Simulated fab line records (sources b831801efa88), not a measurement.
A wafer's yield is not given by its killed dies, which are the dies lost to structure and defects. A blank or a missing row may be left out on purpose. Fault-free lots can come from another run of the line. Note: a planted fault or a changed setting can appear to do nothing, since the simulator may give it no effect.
Comparing a struck lot with a sound one | flow sfq-line | 14 steps out of a route of 325
Sound: the wafers L989.1, L989.3, L989.4. Struck: wafers L981.1, L981.2, L981.5. At the end, the cause is stated.
Per side, at each step with rows, come the tool, then ch with its chambers, and then its first start. Under that, the readings that differ: sound wafers | struck wafers | difference of the means | sigmas: that difference in standard deviations of wafers without a fault.
alike: a reading whose means differ by less than 2 such deviations, as well as words and numbers matching on both sides. not compared: withheld readings; readings where some wafer has no value; bounds like >300 that might hide an equal value; numbers whose values overlap and for which the record gives no deviation.
The two part at a step that has a row with sigmas, a row that says differs or no value, or rows on one side only. Non-overlapping numbers with no deviation appear without sigmas and do not part them. A reading missing from all wafers of one side parts the sides only when that side holds two or more wafers.

first, 2 steps without rows for these wafers: SFQ_TRILAYER_I5_LITHO_PEB_147 (peb time 59.16 s); SFQ_TRILAYER_I5_LITHO_DEVELOP_146 (time 60 s).
SFQ_I5_OVL_MEAS_936:
  sound on overlay-01, day 74 05:51; struck on overlay-01, day 68 15:33
  alike: I5_OVL
SFQ_TRILAYER_I5_BARC_OPEN_VIA_ETCH_200: etches BARC in O2, target depth 125 nm, time 41.7 s.
  sound on rie-diel-01 ch 0,1,3, day 74 05:53; struck on rie-diel-03 ch 0,2, day 68 15:35
  alike: drypump-motor-current-A, oes-product-au
  not compared: rf-hours-counter-h
SFQ_TRILAYER_I5_ETCH_VIA_ETCH_147: etches the open film in CHF3, stops on Nb, target depth 360 nm.
  sound on rie-diel-01 ch 0,1,3, day 74 05:55; struck on rie-diel-03 ch 0,2, day 68 15:38
  alike: drypump-motor-current-A, oes-product-au
SFQ_TRILAYER_I5_STRIP_STRIP_148: strips in O2.
  sound on rie-metal-01 ch 0,1, day 74 06:04; struck on rie-metal-01 ch 0,1, day 68 15:47
  alike: drypump-motor-current-A, oes-product-au
  not compared: rf-hours-counter-h
then, 6 steps without rows for these wafers: SFQ_TRILAYER_I5_STRIP_SOLV_CLEAN_149 (cleans in NMP, time 600 s); SFQ_TRILAYER_C5_LITHO_COAT_156 (resist thk 62 nm); SFQ_TRILAYER_C5_LITHO_COAT_151 (resist thk 650 nm); SFQ_TRILAYER_C5_LITHO_SOFTBAKE_155; SFQ_TRILAYER_C5_LITHO_EXPOSE_152 (exposes mask C5, target cd 500 nm); SFQ_TRILAYER_C5_LITHO_PEB_154 (peb time 60 s).
-- the record jumps here: 4 days lie between the struck wafers' starts before and after --
SFQ_TRILAYER_C5_LITHO_DEVELOP_153: time 60 s.
  sound on litho-track-04 ch 0, day 77 15:55; struck on litho-track-03, day 72 06:58
  no value came back on the struck wafers for chill-plate-temp-C (C), exhaust-pa (Pa); on the sound wafers chill-plate-temp-C (C) reads 23.04 23.04 22.86
  reading                                             | sound             | struck            | difference | sigmas
  model.KrF_of_TRILAYER_C5_LITHO_COAT_151.thk-nm (nm) | 624.2 625.8 623.3 | 650.2 649.6 651.4 | +26.0      |
SFQ_C5_OVL_MEAS_937:
  sound on overlay-02, day 77 16:04; struck on overlay-01, day 72 07:07
  reading     | sound  | struck | difference                    | sigmas
  C5_OVL (nm) | 2 -4 6 | - - -  | no value on the struck wafers |

WHERE THEY PART
Last at SFQ_C5_OVL_MEAS_937 as far as this record goes, first at SFQ_TRILAYER_C5_LITHO_DEVELOP_153.

WHY: the cause the simulator had injected
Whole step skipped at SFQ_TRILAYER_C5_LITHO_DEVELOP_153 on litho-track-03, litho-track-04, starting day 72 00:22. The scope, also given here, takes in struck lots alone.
